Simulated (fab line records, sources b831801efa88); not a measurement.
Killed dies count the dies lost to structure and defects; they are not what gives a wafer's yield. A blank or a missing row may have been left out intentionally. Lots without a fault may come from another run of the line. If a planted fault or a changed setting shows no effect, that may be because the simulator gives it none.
Comparing a struck lot with a sound one ; flow gf180mcu ; 43 out of 602 route steps
Sound: these wafers, L334.3, L334.5, L334.6. Struck: wafers L340.3, L340.5 (left out: L340.2, a lot-mate that was not struck); the cause follows at the end.
For every step that has rows: the tool of each side, followed by ch and its chambers, followed by its first start. Under that, the readings that differ: sound wafers ; struck wafers ; difference of the means ; sigmas: that difference in standard deviations of wafers without a fault.
alike: a reading whose means differ by less than 2 such deviations, as well as words and numbers matching on both sides. not compared: withheld readings; readings where some wafer has no value; bounds like >300 that might hide an equal value; numbers whose values overlap and for which the record gives no deviation.
The two part at a step that has a row with sigmas, a row that says differs or no value, or rows on one side only. When numbers do not overlap yet have no deviation, they are printed without sigmas and do not part them. Lack of a reading on every wafer of one side parts them only where that side has two or more wafers.

first, 1 step without rows for these wafers: GF_VT_IMPLANT_IMPLANT_30.
GF_VT_IMPLANT_STRIP_31: strips in O2/N2.
  sound on plasma asher-02 ch 0,1, day 7 06:16; struck on plasma asher-01 ch 0,1, day 8 22:05
  alike: drypump motor current A, heater power w, oes product au, strip time to endpoint s
  not compared: rf hours counter h
GF_VT_IMPLANT_TW_MEAS_32:
  sound: film metro-01 at day 7 06:22; struck: film metro-02 at day 8 22:12
reading;sound;struck;difference;sigmas
VT_IMPLANT_3_TW;267.0 266.7 268.8;271.9 269.8;+3.4;+2
then, 7 steps without rows for these wafers: GF_VT_IMPLANT_DEHYDRATE_33 (time 60 s); GF_VT_IMPLANT_HMDS_34 (prime time 60 s); GF_VT_IMPLANT_COAT_35 (resist thk 1000 nm); GF_VT_IMPLANT_SOFTBAKE_36 (time 60 s); GF_VT_IMPLANT_EXPOSE_37 (exposes mask Nwell HV AREA, target cd 860 nm); GF_VT_IMPLANT_PEB_38; GF_VT_IMPLANT_DEVELOP_39 (develop time 60 s).
GF_VT_IMPLANT_OVL_MEAS_40:
  sound: overlay-02 at day 7 21:58; struck: overlay-02 at day 9 15:01
  alike: VT_IMPLANT_03_OVL
following that, these wafers have no rows for 1 step: GF_VT_IMPLANT_IMPLANT_41.
GF_VT_IMPLANT_STRIP_42: strips in O2/N2.
  sound on plasma asher-02 ch 0,1, day 7 22:10; struck on plasma asher-02 ch 0, day 9 15:11
reading;sound;struck;difference;sigmas
strip time to endpoint s (s);12.58 12.60 12.59;12.73 12.69;+0.12;+3
  alike: drypump motor current A, heater power w, oes product au
  not compared: rf hours counter h
GF_VT_IMPLANT_TW_MEAS_43:
  sound: film metro-01 at day 7 22:16; struck: film metro-03 at day 9 15:18
  alike: VT_IMPLANT_4_TW
then, 1 step without rows for these wafers: GF_VT_IMPLANT_CLEAN_44 (cleans in SC1/SC2, time 150 s).
GF_VT_IMPLANT_RTA_45: time 30 s.
  sound on rtp anneal-02 ch 0, day 7 22:23; struck on rtp anneal-02 ch 0, day 9 15:25
  alike: lamp power pct, wafer_temp_C_max
GF_VT_IMPLANT_RS_MEAS_46: uses a four-point probe to measure.
  sound: film metro-02 at day 7 22:29; struck: film metro-03 at day 9 15:31
  alike: MVSD_RS
GF_VT_IMPLANT_RS_MEAS_47: uses a four-point probe to measure.
  sound: film metro-02 at day 7 22:37; struck: film metro-03 at day 9 15:38
  alike: NWELL_RS
GF_VT_IMPLANT_RS_MEAS_48: uses a four-point probe to measure.
  sound: film metro-02 at day 7 22:44; struck: film metro-03 at day 9 15:46
  alike: LVPWELL_RS
GF_VT_IMPLANT_RS_MEAS_49: uses a four-point probe to measure.
  sound: film metro-02 at day 7 22:51; struck: film metro-03 at day 9 15:53
  alike: MVPSD_RS
then, 4 steps without rows for these wafers: GF_VT_IMPLANT_WET_ETCH_50 (etches SiO2 in dHF, target depth 20 nm, time 400 s); GF_DUAL_GATE_CLEAN_00 (cleans in SC1/SC2, time 150 s); GF_DUAL_GATE_CLEAN_01 (cleans in dHF, time 20 s); GF_DUAL_GATE_OXIDATION_02 (stabilise 600 s, purge 300 s, target thk 10.887 nm).
GF_DUAL_GATE_THK_MEAS_03:
  sound: film metro-04 at day 8 01:11; struck: film metro-04 at day 9 18:05
  alike: DUAL_GATE_OXIDATION_00_THK
then, 7 steps without rows for these wafers: GF_DUAL_GATE_DEHYDRATE_04 (time 60 s); GF_DUAL_GATE_HMDS_05 (prime time 60 s); GF_DUAL_GATE_COAT_06 (resist thk 1000 nm); GF_DUAL_GATE_SOFTBAKE_07 (time 60 s); GF_DUAL_GATE_EXPOSE_08 (exposes mask Dualgate, target cd 700 nm); GF_DUAL_GATE_PEB_09; GF_DUAL_GATE_DEVELOP_10 (develop time 60 s).
GF_DUAL_GATE_OVL_MEAS_11:
  sound: overlay-01 at day 8 17:34; struck: overlay-01 at day 10 11:04
  alike: DUAL_GATE_OVL
then, 1 step without rows for these wafers: GF_DUAL_GATE_WET_ETCH_12 (etches SiO2 in dHF, target depth 13 nm, time 260 s).
GF_DUAL_GATE_STRIP_13: strips in O2/N2.
  sound on plasma asher-01 ch 0,1, day 8 17:43; struck on plasma asher-01 ch 1, day 10 11:11
  alike: drypump motor current A, heater power w, oes product au, strip time to endpoint s
  not compared: rf hours counter h
then, 3 steps without rows for these wafers: GF_DUAL_GATE_CLEAN_14 (cleans in SC1/SC2, time 150 s); GF_DUAL_GATE_OXIDATION_15 (stabilise 600 s, purge 300 s, target thk 7.098 nm); GF_POLY_GATE_CVD_00 (deposits poly-Si, target thk 200 nm, time 1200 s).
GF_POLY_GATE_THK_MEAS_01:
  sound: film metro-02 at day 8 21:25; struck: film metro-01 at day 10 14:20
  alike: POLY_GATE_CVD_00_THK
then, 3 steps without rows for these wafers: GF_POLY_GATE_DEHYDRATE_02 (time 60 s); GF_POLY_GATE_HMDS_03 (prime time 60 s); GF_POLY_GATE_COAT_04.
-- a jump in the record: the struck wafers' starts before and after are 21 days apart (it breaks off in module POLY_GATE and resumes in module PASSIVATION, where the first step shown is number 602 of the route) --
GF_PASSIVATION_PROBE_99:
  only the struck wafers here have rows in the record (prober-02, day 31 09:14); the sound ones have none

## WHERE THEY PART
At GF_VT_IMPLANT_TW_MEAS_32 first; at GF_PASSIVATION_PROBE_99 last (within this record only).

WHY: the cause the simulator had injected
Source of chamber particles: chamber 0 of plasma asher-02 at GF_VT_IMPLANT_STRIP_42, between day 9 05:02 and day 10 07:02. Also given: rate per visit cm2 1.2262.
